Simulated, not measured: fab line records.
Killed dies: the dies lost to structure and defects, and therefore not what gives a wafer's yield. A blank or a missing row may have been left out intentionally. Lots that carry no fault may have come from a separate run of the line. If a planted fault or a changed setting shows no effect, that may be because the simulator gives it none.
Problem report in the 8D (eight disciplines) form, filled by code -- flow sfq_line -- the parts of the form that need people (team, actions taken, sign-off) are left out

== 1. WHAT IS WRONG ==
At SFQ_TRILAYER_I4_DEP_PECVD_099, rf_fwd_power_W averages 152.9 W over 2 wafers from 2 lots, while fault-free wafers read 182.3 W, standard deviation 0.67. That is -44 standard deviations from the usual mean.
The step: deposits SiO2 from SiH4/N2O, time 111.11 s, target thk 500 nm.
First observed at day 53 18:33: wafer L893.6, on pecvd-01. Wafers with a number at this step in the record: 42, from 14 lots. By rule, "out" or "out of limits" means more than 4 standard deviations away from the usual mean. The rest of the wafers with a number are treated as sound.

== 2. WHAT IT IS, AND WHAT IT ISN'T ==
question,is,is not
which readings at this step,rf_fwd_power_W,throttle_valve_pct
which lots,"L893, L897","L881, L883, L884, L887, L888, L889, L891, L892, L901, L902, L903, L904"
which wafers of those lots,"L893.6, L897.1","L893.1, L893.5, L897.2, L897.5"
read on which tools,pecvd-01,"pecvd-02, pecvd-03"
when,from day 53 18:33,"up to then (26 sound wafers); but 14 sound wafers of L897, L901, L902, L903, L904 came after"

== 3. THE SUSPECTS, EACH WITH WHAT RULES IT OUT ==
Counting: a tool at a process step up to the reading stays a suspect if it ran every lot that is out. Sound lots after the first of them don't rule it out here, since some wafers of a struck lot are sound.
- pecvd-01 at SFQ_TRILAYER_I4_DEP_PECVD_099 (deposits SiO2 from SiH4/N2O, time 111.11 s, target thk 500 nm): kept. It processed each lot that is out (first: L893, day 53 18:33); up to then, its last sound lot is L892 (day 53 10:20). Its own readings are out on those wafers: rf_fwd_power_W.
- Within pecvd-01 at SFQ_TRILAYER_I4_DEP_PECVD_099: the wafers that are out ran in chamber 1; their sound lot-mates ran in chamber 0.
Left after counting: pecvd-01 at SFQ_TRILAYER_I4_DEP_PECVD_099.

== 4. THE CAUSE (what the simulator had put in) ==
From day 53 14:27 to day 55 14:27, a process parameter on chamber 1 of pecvd-01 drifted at SFQ_TRILAYER_I4_DEP_PECVD_099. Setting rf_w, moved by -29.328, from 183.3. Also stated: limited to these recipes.
Only this tool survived the counting.

== 5. THE CHAIN OF EFFECTS, in route order ==
Each row: a reading whose mean over the struck wafers that have a number lies more than 3 standard deviations from the usual. Only readings whose record carries a usual standard deviation are examined. hours: median over the lots of the time between each lot's start at the first step of this table that gives one and its start at this step. sigmas: the change, counted in usual standard deviations.
hours,step,reading,usual,on struck wafers,change,sigmas
0,SFQ_TRILAYER_I4_DEP_PECVD_099,rf_fwd_power_W,182.3 W,152.9,-29.4,-44
It contains these process steps:
- SFQ_TRILAYER_I4_DEP_PECVD_099: deposits SiO2 from SiH4/N2O, time 111.11 s, target thk 500 nm.

== 6. WHAT WOULD HAVE CAUGHT IT SOONER ==
First out-of-limits reading in this record: day 53 18:33, which is 4 hours after fault onset at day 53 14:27.
